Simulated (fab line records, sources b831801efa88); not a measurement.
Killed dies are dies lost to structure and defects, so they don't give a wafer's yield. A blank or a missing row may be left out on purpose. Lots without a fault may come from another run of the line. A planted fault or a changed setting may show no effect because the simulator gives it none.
One fault seen from 2 desks | flow sky130 | each desk has only its own numbers; what lay behind them comes last

THE METROLOGY DESK
What the gauges read, lot by lot, whatever tool the lot ran on: means of the sampled wafers that have a number. A lot is out of limits, marked OUT, if its mean lies more than 4 standard deviations from the usual mean; the brackets give that distance.
Columns: A = cd_nm at SKY_METAL1_CD_MEAS_15, usual 140.4 nm
lot  | first seen here | A
L172 | day 33 11:28    | 141.0
L173 | day 34 05:06    | 139.6
L176 | day 35 05:07    | 141.3
L178 | day 35 19:52    | 141.5
L181 | day 37 07:38    | 139.4
L184 | day 37 13:03    | 142.7
L186 | day 38 07:35    | 141.6
L189 | day 39 09:56    | 140.5
L191 | day 39 21:04    | 141.1
L192 | day 39 22:52    | 141.3
This desk's finding: nothing out of limits on any of the 10 lots.

THE TOOL OWNER'S DESK: rie_diel-01
The tool's own readings at SKY_VIA1_ETCH_14 (etches BARC in N2/H2, stops on SiO2, time 45.9 s, target depth 60 nm): means of the sampled wafers that have a number, for each lot that ran on this tool. A lot is out of limits, marked OUT, if its mean lies more than 4 standard deviations from the usual mean; the brackets give that distance.
Columns: A = drypump_motor_current_A at SKY_VIA1_ETCH_14, usual 5.7 A; B = h2_flow_sccm at SKY_VIA1_ETCH_14, usual 200.0 sccm; C = oes_product_au at SKY_VIA1_ETCH_14, usual 0.855 a.u.; D = rf_fwd_power_W at SKY_VIA1_ETCH_14, usual 494.4 W; E = throttle_valve_pct at SKY_VIA1_ETCH_14, usual 13.224 %
lot  | first seen here | A   | B     | C     | D                | E
L173 | day 35 08:46    | 5.4 | 200.2 | 0.856 | 496.2            | 13.230
L178 | day 36 23:44    | 5.9 | 200.5 | 0.861 | 495.6            | 13.235
L186 | day 39 10:32    | 5.9 | 199.9 | 0.857 | 519.8 (+9.8) OUT | 13.221
This desk's finding: out of limits on L186; first on L186, day 39 10:32 (rf_fwd_power_W at SKY_VIA1_ETCH_14). In limits: L173, L178.

PUT TOGETHER
The tool owner's desk could have raised an alarm at day 39 10:32, on L186.
The metrology desk saw nothing out of limits.
The metrology desk has L186 on record, within its limits.
Of the lots named, all ran SKY_VIA1_ETCH_14 on rie_diel-01.

WHAT THE SIMULATOR HAD PUT IN
Process parameter drift: rie_diel-01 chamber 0, from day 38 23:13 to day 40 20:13, at SKY_VIA1_ETCH_14. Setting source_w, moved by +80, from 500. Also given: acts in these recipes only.
Lots struck among those shown: L186.
Hours from the fault's start to each desk's first reading out of limits: the tool owner's desk, 11.
